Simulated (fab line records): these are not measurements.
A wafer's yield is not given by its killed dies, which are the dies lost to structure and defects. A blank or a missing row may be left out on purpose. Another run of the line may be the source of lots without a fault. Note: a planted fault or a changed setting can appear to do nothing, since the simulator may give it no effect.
Lot-split experiment | flow sky130 | on a route of 708 steps: 5 lots, 23 wafers read

THE SPLIT
At SKY_METAL5_DEVELOP_13 (develop time 60 s), the setting developTimeS was moved away from the recipe's 60 s on 9 of the 23 wafers read, by -14.4% to +12.8%. For the rest of the wafers, this setting stayed at what the recipe calls for.

Split to reading: the file shows no intervening step.

THE READING
METAL5.cdNm (the simulator's own value, which no gauge read), in nm, at SKY_METAL5_DESCUM_14 (chemistry O2, time 11 s). The file gives no usual value for it. Here, 14 wafers ran the recipe; their average is 1600 nm with a standard deviation of 1.8 nm.

wafer  | tool, chamber at the split | developTimeS as run, s | against the recipe | METAL5.cdNm, nm | against lot-mates on the recipe
L074.1 | lithoTrack-03, 0           | 60                     | recipe             | 1601            | -
L074.5 | lithoTrack-03, 0           | 60                     | recipe             | 1601            | -
L074.3 | lithoTrack-03, 0           | 53.31                  | -11.1%             | 1613            | +12
L074.4 | lithoTrack-03, 0           | 53.31                  | -11.1%             | 1613            | +12
L074.6 | lithoTrack-03, 0           | 53.31                  | -11.1%             | 1613            | +12
L076.1 | lithoTrack-01, 0           | 60                     | recipe             | 1599            | -
L076.2 | lithoTrack-01, 0           | 60                     | recipe             | 1598            | -
L076.6 | lithoTrack-01, 0           | 60                     | recipe             | 1598            | -
L077.1 | lithoTrack-03, 0           | 67.66                  | +12.8%             | 1589            | -13
L077.3 | lithoTrack-03, 0           | 60                     | recipe             | 1603            | -
L077.6 | lithoTrack-03, 0           | 60                     | recipe             | 1603            | -
L077.4 | lithoTrack-03, 0           | 60                     | recipe             | 1601            | -
L077.5 | lithoTrack-03, 0           | 67.66                  | +12.8%             | 1592            | -10
L081.1 | lithoTrack-03, 0           | 51.35                  | -14.4%             | 1614            | +14
L081.2 | lithoTrack-03, 0           | 51.35                  | -14.4%             | 1617            | +17
L081.3 | lithoTrack-03, 0           | 60                     | recipe             | 1599            | -
L081.4 | lithoTrack-03, 0           | 60                     | recipe             | 1598            | -
L081.6 | lithoTrack-03, 0           | 60                     | recipe             | 1602            | -
L083.1 | lithoTrack-03, 0           | 60                     | recipe             | 1599            | -
L083.2 | lithoTrack-03, 0           | 64.93                  | +8.2%              | 1591            | -10
L083.3 | lithoTrack-03, 0           | 60                     | recipe             | 1603            | -
L083.4 | lithoTrack-03, 0           | 60                     | recipe             | 1600            | -
L083.6 | lithoTrack-03, 0           | 64.93                  | +8.2%              | 1594            | -7

FIT RESULTS
A straight line over all 23 wafers: METAL5.cdNm changes by -0.983 nm for each +1% of developTimeS; r = -0.97; the points scatter about the line by 1.9 nm.
The same after taking each lot's own level away (the mean of its wafers on the recipe; 23 wafers): -1.03 nm for each +1%; r = -0.99; scatter 1.4 nm.
According to that fit, moving developTimeS by its largest amount changes the reading by 15 nm.
Measured against the standard deviation above, the lots' own levels, which go from 1598.3 to 1602.3 nm, span 2.2 times it.
Consequently the slope shifts little with the lot-to-lot level, the two slopes agreeing.
Check: +15.4 nm against its lot-mates is what the line predicts for one of the wafers moved furthest among these (-14.4%) when that wafer is left out of the fit. Against them it came out at +14.3 nm.

THE FILE'S OWN FIT
METAL5.cdNm changes by -1.02 nm for each +1% of developTimeS, r = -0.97.
